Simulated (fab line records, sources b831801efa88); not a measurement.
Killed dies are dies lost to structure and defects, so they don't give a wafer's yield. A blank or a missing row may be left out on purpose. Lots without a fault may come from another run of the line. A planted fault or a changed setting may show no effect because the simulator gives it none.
A struck lot beside a sound one | flow sky130 | 17 steps out of a route of 708
Sound: wafers L144.1, L144.5, L144.6. Struck: wafers L152.1, L152.3, L152.4. The cause comes at the end.
At each step with rows: each side's tool, then ch and its chambers, then its first start. Under that, the readings that differ: sound wafers | struck wafers | difference of the means | sigmas: that difference in standard deviations of wafers without a fault.
alike: readings whose means differ by less than 2 such deviations, and words and numbers that are the same on both sides. not compared: withheld readings, readings that some wafer has no value for, bounds like >300 that may hide the same value, and numbers for which the record gives no deviation and whose values overlap.
The two part at a step that has a row with sigmas, a row that says differs or no value, or rows on one side only. Numbers that don't overlap but have no deviation are shown without sigmas and don't part them. A reading that every wafer of one side lacks parts them only if that side has two wafers or more.

first, 5 steps without rows for these wafers: SKY_VIA4_COAT_06 (resist thk 1140 nm); SKY_VIA4_SOFTBAKE_07 (time 60 s); SKY_VIA4_EXPOSE_08 (exposes mask VIM4, target cd 800 nm); SKY_VIA4_PEB_09; SKY_VIA4_DEVELOP_10 (develop time 60 s).
SKY_VIA4_OVL_MEAS_11:
  sound on overlay-01, day 44 06:29; struck on overlay-02, day 46 09:17
  alike: VIA4_OVL
SKY_VIA4_ETCH_12: etches SiO2 in C4F8/O2/Ar, stops on TiN, target depth 580 nm.
  sound on rie_diel-02 ch 1,2,3, day 44 06:32; struck on rie_diel-01 ch 1,2,3, day 46 09:19
  alike: oes_product_au
SKY_VIA4_STRIP_13: strips in O2/N2.
  sound on plasma_asher-01 ch 0,1, day 44 06:36; struck on plasma_asher-04 ch 0,1, day 46 09:23
  alike: drypump_motor_current_A, oes_product_au, strip_time_to_endpoint_s
  not compared: rf_hours_counter_h
then, 3 steps without rows for these wafers: SKY_VIA4_STRIP_14 (strips in post etch residue remover, time 1200 s); SKY_VIA4_CLEAN_15 (cleans in IPA, time 180 s); SKY_VIA4_CLEAN_16 (cleans in O3/DIW).
SKY_VIA4_SPUTTER_17: material TiN, target thk 20 nm, time 80 s.
  sound on pvd_sputter-02, day 44 07:12; struck on pvd_sputter-02, day 46 10:20
  alike: chamber_pressure_pa, throttle_valve_pct
SKY_VIA4_CVD_18: deposits W, target thk 505 nm, time 152.14 s.
  sound on cvd_w-01 ch 0,1, day 44 07:16; struck on cvd_w-01 ch 0,1, day 46 10:23
  reading                            | sound                | struck               | difference | sigmas
  susceptor_temp_C (C)               | 400.22 400.34 400.20 | 395.30 395.49 395.15 | -4.94      | -22
  model.W_of_VIA4_CVD_18.thk_nm (nm) | 489.2 500.7 494.4    | 468.9 458.4 465      | -30.7      |
  alike: heater_power_outer_w, heater_power_w
SKY_VIA4_RS_MEAS_19: measures by four-point-probe.
  sound on film_metro-04, day 44 07:25; struck on film_metro-01, day 46 10:32
  reading            | sound             | struck            | difference | sigmas
  VIA4_W_RS (ohm/sq) | 0.233 0.228 0.232 | 0.244 0.250 0.245 | +0.015     | +3
SKY_VIA4_THK_MEAS_20: measures by xrf.
  sound on film_metro-04, day 44 07:32; struck on film_metro-01, day 46 10:40
  reading         | sound       | struck      | difference | sigmas
  VIA4_W_THK (nm) | 493 506 498 | 467 458 461 | -37        | -3
SKY_VIA4_CMP_21: polishes, stops on SiO2, t overpolish 25 s, target thk 0 nm.
  sound on cmp-02 ch 0,1,2, day 44 07:44; struck on cmp-01 ch 0,1,3, day 46 10:43
  alike: motor_current_A, time_to_endpoint_s
-- the record jumps here: 3 days lie between the struck wafers' starts before and after (it left off in module VIA4 and takes up again in module PAD_OPEN, whose first step shown is number 708 of the route) --
SKY_PAD_OPEN_PROBE_99:
  sound on prober-02, day 47 02:34; struck on prober-02, day 48 23:57
  reading      | sound    | struck   | difference | sigmas
  killed_short | 45 48 46 | 25 30 39 | -15        | -3
  alike: defect_limited_yield, killed_at_M0_to_M3, killed_at_M4_up, killed_at_contacts, killed_at_front_end, killed_at_other, killed_dies, killed_open, sort_bin_3_pad_short, sort_bin_5_function, sort_bin_6_memory, sort_n_pass, sort_yield_pct

WHERE THEY PART
First at SKY_VIA4_CVD_18; last, within this record, at SKY_PAD_OPEN_PROBE_99.

WHY: what the simulator had put in
Process parameter drift: cvd_w-01, from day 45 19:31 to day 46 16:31, at SKY_VIA4_CVD_18. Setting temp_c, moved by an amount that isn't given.
